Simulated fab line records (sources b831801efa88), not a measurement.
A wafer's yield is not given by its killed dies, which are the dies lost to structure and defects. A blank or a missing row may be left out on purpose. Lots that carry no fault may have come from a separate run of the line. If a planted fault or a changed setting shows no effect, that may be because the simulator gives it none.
Which tool is to blame? ; flow gf180mcu ; 14 lots with 42 wafers sampled at 2 steps, on a route of 602 steps

## WHAT EACH GAUGE READ, for each wafer
GF_M4_CD_MEAS_14: target cd 280 nm.
lot;measured;on;cd nm (nm)
L251;day 23 08:41;cd sem-01;278.9 279.5 279.0
L256;day 25 05:04;cd sem-01;281.5 281.0 281.6
L257;day 25 16:53;cd sem-01;280.4 280.0 280.0
L261;day 26 21:26;cd sem-01;280.4 279.5 279.9
L263;day 27 13:54;cd sem-01;281.0 279.9 279.1
L266;day 28 08:08;cd sem-02;281.1 279.6 280.1
L267;day 28 12:14;cd sem-02;281.8 281.1 279.6
L268;day 28 18:55;cd sem-01;281.3 281.2 281.0
L269;day 29 00:26;cd sem-02;279.7 280.9 280.0
L270;day 29 07:16;cd sem-01;278.7 278.6 279.6
L271;day 29 11:33;cd sem-01;281.5 282.1 281.9
L272;day 29 18:51;cd sem-01;279.5 280.1 280.7
L273;day 30 03:19;cd sem-02;281.0 281.5 283.0
L274;day 30 04:35;cd sem-01;279.9 279.9 279.8

GF_V4_CD_MEAS_14: target cd 260 nm.
lot;measured;on;cd nm (nm)
L251;day 24 08:19;cd sem-01;262.3 260.7 262.5
L256;day 26 03:50;cd sem-02;261.0 259.9 260.5
L257;day 26 15:01;cd sem-01;260.6 259.8 260.9
L261;day 27 18:48;cd sem-02;259.9 258.6 258.2
L263;day 28 10:54;cd sem-02;261.2 259.2 260.7
L266;day 29 04:20;cd sem-02;260.1 260.9 261.9
L267;day 29 08:58;cd sem-01;259.7 259.5 258.7
L268;day 29 15:28;cd sem-02;260.1 261.1 260.0
L269;day 29 20:59;cd sem-02;256.3 258.5 257.6
L270;day 30 04:01;cd sem-02;260.5 261.1 261.0
L271;day 30 08:21;cd sem-02;261.3 261.4 261.2
L272;day 30 14:45;cd sem-02;258.5 259.2 258.7
L273;day 30 21:59;cd sem-02;259.2 259.8 259.7
L274;day 30 23:59;cd sem-01;261.4 262.2 261.9

## WHICH TOOL RAN EACH LOT (tool, then ch and the chambers of the sampled wafers, then the start)
The record holds no process step before these readings.

## AS READ BY THE TOOLS THEMSELVES (means over the sampled wafers that have a number; for cases with no such wafer, the mark the record gives instead)
The record holds no such reading with a usual standard deviation.

## THE ANSWER, worked out from the rows above alone
Rule: the usual values come from the lots themselves. Put in order of their means at a reading, lots are off if they are a third of the lots or fewer, leave a main group of 4 or more, and stand apart from it by a gap of 3 or more times the standard deviation of the main group's means; of several such gaps the widest counts. A main group whose means are all the same, to the digits that the tables above print for the reading, isn't used. A lot without any number at a reading at which 4 lots or more have one is off too. Where the step has rows for the other lots, those lots are counted as sound. First the gauges in route order, then the tools' own readings, where a lot's mean is used as printed above. At the first step where some lot is off, the reading lying furthest off is the one used; lots without a number count as furthest.
Nothing can be told from this: no lot is off at any reading shown.

## WHAT THE SIMULATOR HAD PUT IN
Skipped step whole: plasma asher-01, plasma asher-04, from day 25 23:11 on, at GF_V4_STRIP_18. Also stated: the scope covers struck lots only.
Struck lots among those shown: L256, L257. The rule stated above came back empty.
